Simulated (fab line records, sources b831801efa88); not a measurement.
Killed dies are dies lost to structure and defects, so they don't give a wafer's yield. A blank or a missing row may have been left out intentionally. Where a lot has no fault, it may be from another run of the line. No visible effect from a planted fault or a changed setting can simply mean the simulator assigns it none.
fab line records    flow sky130
record: lots: 7  wafers: 21  lastDay: 50
route steps=708 shown NWELL@65 PAD_OPEN@708
lots that met no fault: from a run of the same line without faults
startH: hours from the record's first day to the start of the lot's first wafer shown    waitH: hours since the lot's step before    " unchanged from the row above    L1.1+2: several wafers, shown together as one row    - no value present, or no start provided    * or withheld: withheld    < > ~ a bound
route shown NAME@n: a module of which the file shows steps, and the number in the route of the first    usual: mean and standard deviation over wafers with no fault    same: alike in all rows    chamber/n: place in a boat    sites: per-site readings    _std_site: the values' standard deviation    _edge_site: mean of outer sites minus mean of inner sites    radiusMm: how far each site lies from the wafer's centre    mask NAME#n: copy n    behind: the most recent tool/chamber to have shaped the wafer    hold: cause of the lot's hold/its duration in hours/its outcome    device: transistor that didn't switch, given as n, p or np    end of line: tests run on the same wafers once the route is complete    a step with no rows: only its recipe    killed: the dies lost at the first sort to structure and to defects; this is not the yield of the wafer    map: a wafer's dies, marking killed ones x, the rest . and places with no die _
set.NAME: the setting the step ran with; set.NAME@STEP: the setting that earlier step ran with    model.NAME: the simulator's own value behind a step, which no gauge read
lots at selected steps of the route; one table per step, one row per wafer
services: the hour from which a tool's chamber was out of use, counted from the record's first day as startH (under 0 if before that day), plus the number of hours and why
== steps ==
step: SKY_NWELL_IMPLANT_12
recipe: species: P  energyKev: 120  doseCm2: 1.3e+12  tiltDeg: withheld
step: SKY_NWELL_IMPLANT_13
recipe: species: P  energyKev: 50  doseCm2: 7e+11  tiltDeg: withheld
step: SKY_NWELL_STRIP_14
recipe: chemistry: O2/N2  powerW: 1400  pressureMtorr: 1500  platenTempC: withheld  o2FlowSccm: 3000  n2FlowSccm: 300  overashFraction: 0.5
usual: drypumpMotorCurrentA: 5.88/0.27  oesProductAu: 0.723/0.0048  stripTimeToEndpointS: 36.90/0.11
lot.wafer  tool            chamber  startH  waitH  drypumpMotorCurrentA  oesProductAu  rfHoursCounterH  stripTimeToEndpointS
L180.2     plasmaAsher-03  1        87.52   0.1    5.81                  0.726         39               37.03
L180.4     "               0        "       "      5.41                  0.724         -                37.00
L180.5     "               0        "       "      5.36                  0.720         -                36.94
L183.1     plasmaAsher-02  0        125.32  0.1    5.91                  0.724         40               36.88
L183.3     "               0        "       "      5.90                  0.716         -                36.86
L183.5     "               1        "       "      5.72                  0.726         -                36.98
L184.1     plasmaAsher-02  1        134.32  0.1    5.72                  0.724         41               37.05
L184.3     "               1        "       "      5.73                  0.723         -                37.03
L184.5     "               0        "       "      5.90                  0.724         -                37.09
L186.1     plasmaAsher-01  0        142.41  0.1    6.31                  0.724         33               36.72
L186.2     "               1        "       "      5.80                  0.714         33               36.80
L186.4     "               0        "       "      6.31                  0.719         -                36.63
L190.1     plasmaAsher-01  1        148.42  0.1    5.82                  0.727         34               36.82
L190.2     "               0        "       "      6.33                  0.721         34               36.88
L190.6     "               1        "       "      5.79                  0.718         -                36.78
L195.3     plasmaAsher-01  0        181.34  0.1    6.30                  0.726         -                37.06
L195.4     "               1        "       "      5.80                  0.719         -                37.04
L195.6     "               1        "       "      5.79                  0.724         -                36.90
L201.3     plasmaAsher-03  1        220.24  0.1    5.84                  0.729         -                36.91
L201.5     "               1        "       "      5.86                  0.721         -                37.01
L201.6     "               0        "       "      5.39                  0.719         -                37.01
step: SKY_NWELL_TW_MEAS_15
usual: NWELL_TW: 1815/9
lot.wafer  tool          chamber  startH  waitH  NWELL_TW
L180.2     filmMetro-03  -        87.63   0.1    1824
L180.4     "             -        "       "      1819
L180.5     "             -        "       "      1816
L183.1     filmMetro-02  -        125.42  0.1    1809
L183.3     "             -        "       "      1814
L183.5     "             -        "       "      1817
L184.1     filmMetro-01  -        134.43  0.1    1823
L184.3     "             -        "       "      1825
L184.5     "             -        "       "      1817
L186.1     filmMetro-01  -        142.51  0.1    1822
L186.2     "             -        "       "      1823
L186.4     "             -        "       "      1815
L190.1     filmMetro-03  -        148.52  0.1    1818
L190.2     "             -        "       "      1813
L190.6     "             -        "       "      1817
L195.3     filmMetro-02  -        181.43  0.1    1818
L195.4     "             -        "       "      1818
L195.6     "             -        "       "      1826
L201.3     filmMetro-02  -        220.33  0.1    1806
L201.5     "             -        "       "      1808
L201.6     "             -        "       "      1809
step: SKY_NWELL_DEHYDRATE_16
recipe: tempC: 200  timeS: 60
step: SKY_NWELL_HMDS_17
recipe: primeTimeS: 60  primeTempC: 120
step: SKY_NWELL_COAT_18
recipe: spinRpm: 2000  resistThkNm: 3000
step: SKY_NWELL_SOFTBAKE_19
recipe: tempC: 110  timeS: withheld
step: SKY_NWELL_EXPOSE_20
recipe: maskId: NWM_COMPLEMENT  na: 0.6  sourceShape: conventional  sigmaOuter: 0.6  polarization: unpolarized  targetCdNm: 840  doseMj: 260
step: SKY_NWELL_PEB_21
recipe: tempC: 115  timeS: withheld
step: SKY_NWELL_DEVELOP_22
recipe: wallAngleDeg: 90  developer: TMAH  developTimeS: 60  devTempC: 23
step: SKY_NWELL_OVL_MEAS_23
usual: NWELL_01_OVL: 0.1/1.1
lot.wafer  tool        chamber  startH  waitH  NWELL_01_OVL[nm]
L180.2     overlay-02  -        105.68  -      0.3
L180.4     "           -        "       "      0.7
L180.5     "           -        "       "      0.5
L183.1     overlay-02  -        145.19  -      2.8
L183.3     "           -        "       "      3.4
L183.5     "           -        "       "      1.4
L184.1     overlay-02  -        154.59  -      -2.0
L184.3     "           -        "       "      -0.2
L184.5     "           -        "       "      -1.7
L186.1     overlay-01  -        161.67  -      -1.9
L186.2     "           -        "       "      -0.9
L186.4     "           -        "       "      -0.4
L190.1     overlay-01  -        168.38  -      2.7
L190.2     "           -        "       "      1.9
L190.6     "           -        "       "      0.6
L195.3     overlay-01  -        204.40  -      1.3
L195.4     "           -        "       "      0.7
L195.6     "           -        "       "      0.6
L201.3     overlay-02  -        243.83  -      0.9
L201.5     "           -        "       "      1.1
L201.6     "           -        "       "      1.1
step: SKY_NWELL_IMPLANT_24
recipe: species: B  energyKev: 140  doseCm2: 9.2e+12  tiltDeg: withheld
usual: doseIonsCm2: 9.2e+12/8.9e+09  faradayCurrentUA: 52.0/0.95
same: implantIonAmu: 11
lot.wafer  tool          chamber  startH  waitH  doseIonsCm2  faradayCurrentUA
L180.2     implanter-02  0        105.73  0.0    9.194e+12    51.9
L180.4     "             0        "       "      9.192e+12    52.2
L180.5     "             0        "       "      9.207e+12    50.8
L183.1     implanter-02  0        145.22  0.0    1.0226e+13   58.1
L183.3     "             0        "       "      1.0238e+13   56.8
L183.5     "             0        "       "      1.0226e+13   58.1
L184.1     implanter-02  0        154.62  0.0    1.0225e+13   57.6
L184.3     "             0        "       "      1.0222e+13   59.1
L184.5     "             0        "       "      1.0223e+13   56.5
L186.1     implanter-02  0        161.71  0.0    1.0221e+13   58.5
L186.2     "             0        "       "      1.0215e+13   58.3
L186.4     "             0        "       "      1.0225e+13   57.7
L190.1     implanter-03  0        168.42  0.0    9.214e+12    52.2
L190.2     "             0        "       "      9.208e+12    53.6
L190.6     "             0        "       "      9.202e+12    52.0
L195.3     implanter-03  0        204.47  0.1    9.197e+12    51.5
L195.4     "             0        "       "      9.21e+12     51.2
L195.6     "             0        "       "      9.184e+12    53.4
L201.3     implanter-03  0        243.91  0.1    9.186e+12    51.9
L201.5     "             0        "       "      9.202e+12    51.3
L201.6     "             0        "       "      9.205e+12    52.6
step: SKY_NWELL_STRIP_25
recipe: chemistry: O2/N2  powerW: 1400  pressureMtorr: 1500  platenTempC: withheld  o2FlowSccm: 3000  n2FlowSccm: 300  overashFraction: 0.5
usual: drypumpMotorCurrentA: 5.86/0.25  oesProductAu: 0.723/0.0042  stripTimeToEndpointS: 36.90/0.093
lot.wafer  tool            chamber  startH  waitH  drypumpMotorCurrentA  oesProductAu  rfHoursCounterH  stripTimeToEndpointS
L180.2     plasmaAsher-02  1        105.86  0.1    5.70                  0.722         38               36.96
L180.4     "               0        "       "      5.91                  0.723         -                36.94
L180.5     "               0        "       "      5.89                  0.720         -                37.01
L183.1     plasmaAsher-03  0        145.37  0.1    5.37                  0.721         45               36.82
L183.3     "               0        "       "      5.39                  0.719         -                36.79
L183.5     "               1        "       "      5.82                  0.720         -                36.80
L184.1     plasmaAsher-03  1        154.77  0.1    5.86                  0.722         46               36.98
L184.3     "               0        "       "      5.44                  0.718         -                36.88
L184.5     "               0        "       "      5.44                  0.714         -                36.97
L186.1     plasmaAsher-02  0        161.86  0.1    5.91                  0.726         44               36.99
L186.2     "               1        "       "      5.73                  0.727         44               36.92
L186.4     "               0        "       "      5.93                  0.722         -                36.91
L190.1     plasmaAsher-03  1        168.57  0.1    5.86                  0.726         48               36.92
L190.2     "               0        "       "      5.40                  0.718         48               37.06
L190.6     "               0        "       "      5.44                  0.725         -                37.01
L195.3     plasmaAsher-01  1        204.60  0.1    5.80                  0.728         -                37.01
L195.4     "               0        "       "      6.30                  0.724         -                37.05
L195.6     "               1        "       "      5.78                  0.715         -                36.97
L201.3     plasmaAsher-03  0        244.04  0.1    5.39                  0.722         -                36.88
L201.5     "               1        "       "      5.84                  0.720         -                36.90
L201.6     "               0        "       "      5.39                  0.717         -                36.84
step: SKY_NWELL_TW_MEAS_26
usual: NWELL_2_TW: 495.2/2.9
lot.wafer  tool          chamber  startH  waitH  NWELL_2_TW
L180.2     filmMetro-01  -        105.97  0.1    498.0
L180.4     "             -        "       "      498.0
L180.5     "             -        "       "      498.8
L183.1     filmMetro-03  -        145.47  0.1    512.9
L183.3     "             -        "       "      512.8
L183.5     "             -        "       "      511.4
L184.1     filmMetro-01  -        154.87  0.1    514.0
L184.3     "             -        "       "      516.4
L184.5     "             -        "       "      514.1
L186.1     filmMetro-03  -        161.96  0.1    512.4
L186.2     "             -        "       "      514.0
L186.4     "             -        "       "      511.4
L190.1     filmMetro-03  -        168.67  0.1    492.6
L190.2     "             -        "       "      490.8
L190.6     "             -        "       "      493.8
L195.3     filmMetro-01  -        204.69  0.1    499.0
L195.4     "             -        "       "      496.1
L195.6     "             -        "       "      497.3
L201.3     filmMetro-03  -        244.13  0.1    492.3
L201.5     "             -        "       "      492.5
L201.6     "             -        "       "      492.8
step: SKY_NWELL_CLEAN_27
recipe: chemistry: SC1/SC2  mix: 1:4:20  tempC: 70  timeS: 150  dry: n2Spin
step: SKY_PAD_OPEN_PROBE_99
usual: killed_at_M0_to_M3: 42/6.2  killed_at_M4_up: 3.0/1.8  killedAtContacts: 25/5.9  killedAtFrontEnd: 15/4.5  killedAtOther: 0.2/0.45  killedDies: 85/9.9  killedOpen: 47/6.7  killedShort: 39/6.4
same: grossDies: 492  killedAtBackSide: 0
lot.wafer  tool       chamber  startH   waitH  killed_at_M0_to_M3  killed_at_M4_up  killedAtContacts  killedAtFrontEnd  killedAtOther  killedDies  killedOpen  killedShort  model.etest.pfet_16v.rOnOhmUm  model.etest.resPwellUnderGate.rsOhmSq  model.etest.pfet_16v.driveUaUm  model.etest.fieldN.vtV
L180.2     prober-02  -        1088.10  0.1    32                  2                20                15                1              70          46          24           1.524e+04                      2298                                   244.5                           36
L180.4     prober-02  -        1088.20  0.2    30                  1                20                18                0              69          36          33           1.522e+04                      2305                                   245.2                           36.03
L180.5     prober-02  -        1088.25  0.2    38                  3                33                16                0              90          44          46           1.537e+04                      2312                                   244.4                           35.97
L183.1     prober-01  -        1131.09  0.1    51                  7                28                15                0              101         59          42           1.483e+04                      2133                                   252.4                           37.24
L183.3     prober-01  -        1131.19  0.2    33                  6                23                20                0              82          51          31           1.513e+04                      2129                                   250.9                           37.2
L183.5     prober-01  -        1131.29  0.2    36                  2                29                22                0              89          51          38           1.491e+04                      2111                                   249.9                           37.15
L186.1     prober-02  -        1145.44  0.1    44                  5                30                13                0              92          53          39           1.476e+04                      2146                                   253.4                           38.07
L186.2     prober-02  -        1145.49  0.1    43                  3                20                15                1              82          54          28           1.445e+04                      2150                                   254.7                           37.84
L186.4     prober-02  -        1145.59  0.2    41                  4                23                14                0              82          44          38           1.472e+04                      2134                                   254.6                           37.97
L190.1     prober-01  -        1151.84  0.1    43                  2                28                25                0              98          54          44           1.551e+04                      2249                                   235.3                           35.68
L190.2     prober-01  -        1151.89  0.1    47                  5                17                17                0              86          39          47           1.537e+04                      2265                                   235.6                           35.12
L190.6     prober-01  -        1152.09  0.2    37                  3                26                31                0              97          58          39           1.535e+04                      2262                                   239.1                           35.65
L195.3     prober-01  -        1183.09  0.2    42                  3                17                19                1              82          43          39           1.562e+04                      2289                                   239.2                           36.05
L195.4     prober-01  -        1183.14  0.2    40                  2                28                16                0              86          47          39           1.552e+04                      2305                                   240.3                           35.88
L195.6     prober-01  -        1183.24  0.2    44                  5                19                15                0              83          43          40           1.606e+04                      2278                                   233.4                           36.05
L201.3     prober-02  -        1203.80  0.2    46                  2                31                12                1              92          61          31           1.554e+04                      2310                                   239.2                           36.08
L201.5     prober-02  -        1203.90  0.2    47                  1                17                11                0              76          44          32           1.552e+04                      2289                                   239.4                           36.12
L201.6     prober-02  -        1203.95  0.2    43                  2                20                15                1              81          47          34           1.518e+04                      2319                                   240.4                           35.34
killed by level:class
L180.2 CONTACT:geometricParticle:open=8 VIA1:geometricParticle:open=8 POLY_GATE:geometricParticle:open=7 LI_CONTACT:geometricParticle:open=5 FIELD_ISO:geometricParticle:open=4 VIA2:geometricParticle:open=4 POLY_GATE:geometricParticle:short=3 VIA1:geometricParticle:short=3
L180.4 VIA1:geometricParticle:open=8 POLY_GATE:geometricParticle:short=7 LI_CONTACT:geometricParticle:open=7 CONTACT:geometricParticle:open=7 VIA3:geometricParticle:open=5 METAL2:geometricParticle:short=5 METAL1:geometricParticle:short=4 FIELD_ISO:geometricParticle:short=3
L180.5 VIA1:geometricParticle:open=13 CONTACT:geometricParticle:open=11 POLY_GATE:geometricParticle:short=8 METAL2:geometricParticle:short=8 LI_CONTACT:geometricParticle:open=7 CONTACT:geometricParticle:short=7 LOCAL_INTERCONNECT:geometricParticle:short=6 VIA3:geometricParticle:open=6
L183.1 VIA1:geometricParticle:open=10 CONTACT:geometricParticle:open=9 VIA2:geometricParticle:open=8 LI_CONTACT:geometricParticle:open=7 METAL2:geometricParticle:short=7 LI_CONTACT:geometricParticle:short=5 VIA1:geometricParticle:short=5 VIA3:geometricParticle:open=5
L183.3 CONTACT:geometricParticle:open=10 VIA1:geometricParticle:open=9 FIELD_ISO:geometricParticle:open=8 VIA2:geometricParticle:open=7 FIELD_ISO:geometricParticle:short=6 LI_CONTACT:geometricParticle:open=6 METAL4:geometricParticle:short=6 POLY_GATE:geometricParticle:open=4
L183.5 LI_CONTACT:geometricParticle:open=8 VIA1:geometricParticle:open=8 VIA2:geometricParticle:open=8 CONTACT:geometricParticle:open=7 CONTACT:geometricParticle:short=7 FIELD_ISO:geometricParticle:short=5 METAL1:geometricParticle:short=5 VIA3:geometricParticle:open=5
L186.1 VIA1:geometricParticle:open=21 CONTACT:geometricParticle:open=12 LI_CONTACT:geometricParticle:open=9 FIELD_ISO:geometricParticle:short=5 POLY_GATE:geometricParticle:short=5 CONTACT:geometricParticle:short=4 LI_CONTACT:geometricParticle:short=3 METAL1:geometricParticle:short=3
L186.2 VIA1:geometricParticle:open=10 LI_CONTACT:geometricParticle:open=8 CONTACT:geometricParticle:open=8 VIA2:geometricParticle:open=8 METAL2:geometricParticle:short=7 POLY_GATE:geometricParticle:open=5 VIA1:geometricParticle:short=5 FIELD_ISO:geometricParticle:open=3
L186.4 VIA1:geometricParticle:open=13 LI_CONTACT:geometricParticle:open=8 CONTACT:geometricParticle:short=7 METAL1:geometricParticle:short=5 CONTACT:geometricParticle:open=4 VIA1:geometricParticle:short=4 METAL2:geometricParticle:short=4 VIA3:geometricParticle:short=4
L190.1 VIA1:geometricParticle:open=10 CONTACT:geometricParticle:open=9 LI_CONTACT:geometricParticle:open=7 CONTACT:geometricParticle:short=7 VIA3:geometricParticle:open=7 POLY_GATE:geometricParticle:short=6 POLY_GATE:geometricParticle:open=6 FIELD_ISO:geometricParticle:short=5
L190.2 VIA1:geometricParticle:short=8 VIA2:geometricParticle:open=8 FIELD_ISO:geometricParticle:open=6 METAL2:geometricParticle:short=6 VIA3:geometricParticle:short=6 LI_CONTACT:geometricParticle:open=5 LOCAL_INTERCONNECT:geometricParticle:short=5 CONTACT:geometricParticle:open=5
L190.6 VIA1:geometricParticle:open=13 POLY_GATE:geometricParticle:short=9 VIA2:geometricParticle:open=9 FIELD_ISO:geometricParticle:open=8 LI_CONTACT:geometricParticle:open=8 POLY_GATE:geometricParticle:open=7 CONTACT:geometricParticle:open=6 LI_CONTACT:geometricParticle:short=4
L195.3 VIA1:geometricParticle:open=11 FIELD_ISO:geometricParticle:short=7 CONTACT:geometricParticle:open=7 VIA2:geometricParticle:open=7 POLY_GATE:geometricParticle:open=5 METAL3:geometricParticle:short=5 FIELD_ISO:geometricParticle:open=4 CONTACT:geometricParticle:short=4
L195.4 VIA1:geometricParticle:open=11 CONTACT:geometricParticle:open=8 FIELD_ISO:geometricParticle:open=7 LI_CONTACT:geometricParticle:short=6 VIA1:geometricParticle:short=5 FIELD_ISO:geometricParticle:short=4 LI_CONTACT:geometricParticle:open=4 LOCAL_INTERCONNECT:geometricParticle:short=4
L195.6 VIA3:geometricParticle:open=9 CONTACT:geometricParticle:open=8 FIELD_ISO:geometricParticle:short=7 METAL2:geometricParticle:short=7 VIA1:geometricParticle:open=6 LI_CONTACT:geometricParticle:open=5 VIA1:geometricParticle:short=5 POLY_GATE:geometricParticle:open=4
L201.3 LI_CONTACT:geometricParticle:open=11 VIA1:geometricParticle:open=11 VIA2:geometricParticle:open=9 CONTACT:geometricParticle:open=8 METAL2:geometricParticle:short=7 LOCAL_INTERCONNECT:geometricParticle:open=6 METAL1:geometricParticle:short=5 VIA2:geometricParticle:short=4
L201.5 VIA1:geometricParticle:open=14 LI_CONTACT:geometricParticle:open=7 METAL1:geometricParticle:short=6 VIA1:geometricParticle:short=6 VIA2:geometricParticle:open=6 METAL2:geometricParticle:short=6 LI_CONTACT:geometricParticle:short=4 POLY_GATE:geometricParticle:open=3
L201.6 VIA1:geometricParticle:open=10 VIA2:geometricParticle:open=8 CONTACT:geometricParticle:open=6 FIELD_ISO:geometricParticle:open=5 VIA3:geometricParticle:open=5 LOCAL_INTERCONNECT:geometricParticle:short=4 CONTACT:geometricParticle:short=4 VIA2:geometricParticle:short=4
== services ==
tool            chamber  startH  hours  kind
implanter-02    -        65.29   3.6    repair
plasmaAsher-02  -        67.79   2.8    pm
implanter-02    -        68.85   4.1    pm
plasmaAsher-02  -        70.54   14.6   pm
implanter-03    -        201.83  1.1    repair
plasmaAsher-03  -        214.92  2.8    pm
plasmaAsher-01  -        236.45  2.8    pm
== key ==
firstSign: step: SKY_NWELL_IMPLANT_24  reading: doseIonsCm2  direction: up  sigmas: 99+  usual: *  struck: *
effect: step: SKY_NWELL_IMPLANT_24  reading: faradayCurrentUA  direction: up  sigmas: 6.2  usual: 52.0  struck: 57.9
effect: step: SKY_NWELL_TW_MEAS_26  reading: NWELL_2_TW  direction: up  sigmas: 6.2  usual: 495.2  struck: 513.3
modelEffect: step: SKY_PAD_OPEN_PROBE_99  value: etest.pfet_16v.rOnOhmUm  without: 1.556e+04  struck: 1.48e+04
metAt SKY_NWELL_IMPLANT_24
struckWafers L183.1,L183.3,L183.5,L184.1,L184.3,L184.5,L186.1,L186.2,L186.4
rowsEnd L184.1,L184.3,L184.5
testerLeftOut L183,L186
onsetBetween 105.73 145.22
fault: kind: processParameterDrift  tool: implanter-02  chamber: -  onsetH: 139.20  steps: SKY_NWELL_IMPLANT_24  channel: doseCm2  offset: *  shape: step  endH: 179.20  actsIn: *  stated: *
testerLeftOut: of these lots the tester's yield and bins aren't shown, on N5 and GAA mostly nor the transistor test; their killed dies are dies lost to structure and defects alone, not to doping, threshold or leakage, so they don't give the yield
rowsEnd: these wafers met a further fault down the route, and their rows from its step on are left out
